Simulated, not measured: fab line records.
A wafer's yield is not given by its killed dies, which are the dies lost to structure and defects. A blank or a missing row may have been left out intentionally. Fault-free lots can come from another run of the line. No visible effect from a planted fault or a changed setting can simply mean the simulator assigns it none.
Which tool did it? ; flow gf180mcu ; 11 lots, 33 wafers sampled, at 3 steps of a route of 602

== WHAT THE GAUGES SHOWED, per wafer ==
GF_PSD_RS_MEAS_14: measurement is done with a four-point probe.
lot;measured;on;NSD_RS (ohm/sq)
L777;day 14 05:34;film metro-02;46.14 46.16 46.05
L778;day 14 14:13;film metro-02;46.20 46.16 46.11
L779;day 15 00:21;film metro-04;46.09 46.10 46.08
L782;day 16 00:21;film metro-04;46.09 46.18 46.22
L784;day 16 16:47;film metro-02;46.26 46.10 46.21
L787;day 17 13:08;film metro-04;46.13 46.18 46.03
L794;day 20 09:57;film metro-01;46.05 43.89 43.69
L795;day 20 14:46;film metro-01;46.18 43.95 46.00
L796;day 21 00:00;film metro-04;46.12 46.12 46.24
L797;day 21 02:21;film metro-02;46.05 46.10 46.06
L800;day 22 06:49;film metro-02;46.16 46.24 46.26

== WHAT TOOL EACH LOT RAN ON (gives the tool, then ch and the chambers of the sampled wafers, and finally the start) ==
lot;GF_HV_LDD_STRIP_49;GF_PSD_RTA_13
L777;plasma asher-01 ch 0,1, day 12 09:13;rtp anneal-02 ch 0, day 14 05:29
L778;plasma asher-02 ch 0,1, day 12 16:49;rtp anneal-02 ch 0, day 14 14:07
L779;plasma asher-02 ch 0,1, day 13 02:25;rtp anneal-01 ch 0, day 15 00:16
L782;plasma asher-01 ch 0,1, day 14 01:52;rtp anneal-01 ch 0, day 16 00:16
L784;plasma asher-02 ch 0,1, day 14 17:17;rtp anneal-01 ch 0, day 16 16:42
L787;plasma asher-01 ch 0,1, day 15 12:43;rtp anneal-02 ch 0, day 17 13:02
L794;plasma asher-02 ch 0,1, day 18 04:46;rtp anneal-01 ch 0, day 20 09:52
L795;plasma asher-04 ch 0,1, day 18 10:26;rtp anneal-01 ch 0, day 20 14:40
L796;plasma asher-01 ch 0,1, day 18 20:48;rtp anneal-02 ch 0, day 20 23:55
L797;plasma asher-01 ch 0,1, day 18 22:18;rtp anneal-02 ch 0, day 21 02:16
L800;plasma asher-02 ch 0,1, day 20 04:15;rtp anneal-02 ch 0, day 22 06:44
- GF_HV_LDD_STRIP_49: strips in O2/N2.
- GF_PSD_RTA_13: time 20 s.

== THE ANSWER, worked out from the rows above alone ==
Rule: the lots themselves supply what counts as usual. The widest of any qualifying gaps counts: lots, ordered by their means at a reading, are off when they make up no more than a third of the lots, leave a main group of 4 or more, and stand apart from it by 3 or more times the standard deviation of that group's means. The tables above print the reading to a certain number of digits; a main group whose means all agree to those digits is not used. A lot without any number at a reading at which 4 lots or more have one is off too. The other lots that the step has rows for count as sound.
Off: at GF_PSD_RS_MEAS_14 (NSD_RS), L794, L795. For the main group the mean is 46.14 ohm/sq and the standard deviation 0.046.
A tool fits if, at a process step before that reading, it ran every lot that is off, and no sound lot after the first of them. Gauges at GF_PSD_RS_MEAS_14: tried the same way as those tools. This does not decide it: 2 tools fit, namely rtp anneal-01 at GF_PSD_RTA_13 and film metro-01 at GF_PSD_RS_MEAS_14.

== WHAT THE SIMULATOR HAD INSERTED ==
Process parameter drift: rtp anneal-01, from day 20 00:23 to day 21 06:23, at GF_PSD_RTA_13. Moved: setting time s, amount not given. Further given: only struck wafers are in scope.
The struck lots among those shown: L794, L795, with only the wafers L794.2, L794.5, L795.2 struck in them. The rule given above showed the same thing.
